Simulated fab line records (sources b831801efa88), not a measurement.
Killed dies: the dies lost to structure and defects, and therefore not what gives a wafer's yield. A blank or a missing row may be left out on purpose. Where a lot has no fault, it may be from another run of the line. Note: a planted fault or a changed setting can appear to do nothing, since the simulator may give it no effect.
Matching of chambers | flow sfq_line | SFQ_TRILAYER_I6_VIA_ETCH_VIA_ETCH_172 on rie_diel-03: 4 sister chambers
The step etches SiO2 in CHF3, stops on Nb, target depth 260 nm. 8 wafers are shown with their chamber, then 7 later ones without.

WAFERS, EACH WITH ITS CHAMBER
wafer  | chamber | drypump_motor_current_A (A) | oes_product_au (a.u.)
L739.6 | 2       | 4.7                         | 0.842
L752.5 | 1       | 5.6                         | 0.856
L752.6 | 0       | 5.6                         | 0.848
L754.3 | 1       | 5.6                         | 0.843
L754.4 | 2       | 4.7                         | 0.849
L754.5 | 3       | 5.7                         | 0.843
L755.2 | 0       | 5.6                         | 0.858
L755.4 | 3       | 5.8                         | 0.850

WAFERS WITH NO CHAMBER GIVEN
wafer  | drypump_motor_current_A (A) | oes_product_au (a.u.)
L755.6 | 5.7                         | 0.855
L758.1 | 5.8                         | 0.856
L758.4 | 4.7                         | 0.851
L758.6 | 5.8                         | 0.855
L761.2 | 4.7                         | 0.859
L761.4 | 5.5                         | 0.862
L761.5 | 5.6                         | 0.852

THE CHAMBER EACH PASSED THROUGH
wafer  | from the rows above          | in truth
L755.6 | can't be placed: 3 or 0 or 1 | 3
L758.1 | 3                            | 3
L758.4 | 2                            | 2
L758.6 | 3                            | 3
L761.2 | 2                            | 2
L761.4 | can't be placed: 0 or 1      | 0
L761.5 | can't be placed: 0 or 1      | 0
Placed correctly: 4 of 7. Can't be placed from these rows: 3 (the true chamber is among the candidates in 3). Placed wrongly: 0.
How it was worked out, from the rows above alone: a wafer's distance from a chamber is the root of the sum, over the readings, of the square of ((its reading less the chamber's mean) divided by the reading's scatter). The wafer belongs to the nearest chamber; if the next one is less than 2 further off, it can't be placed. A chamber's mean is the mean of its shown wafers. How the scatter is found: for the shown wafers, subtract from each reading the mean of its chamber, square and add these, divide the total by (wafers less chambers), then take the root.
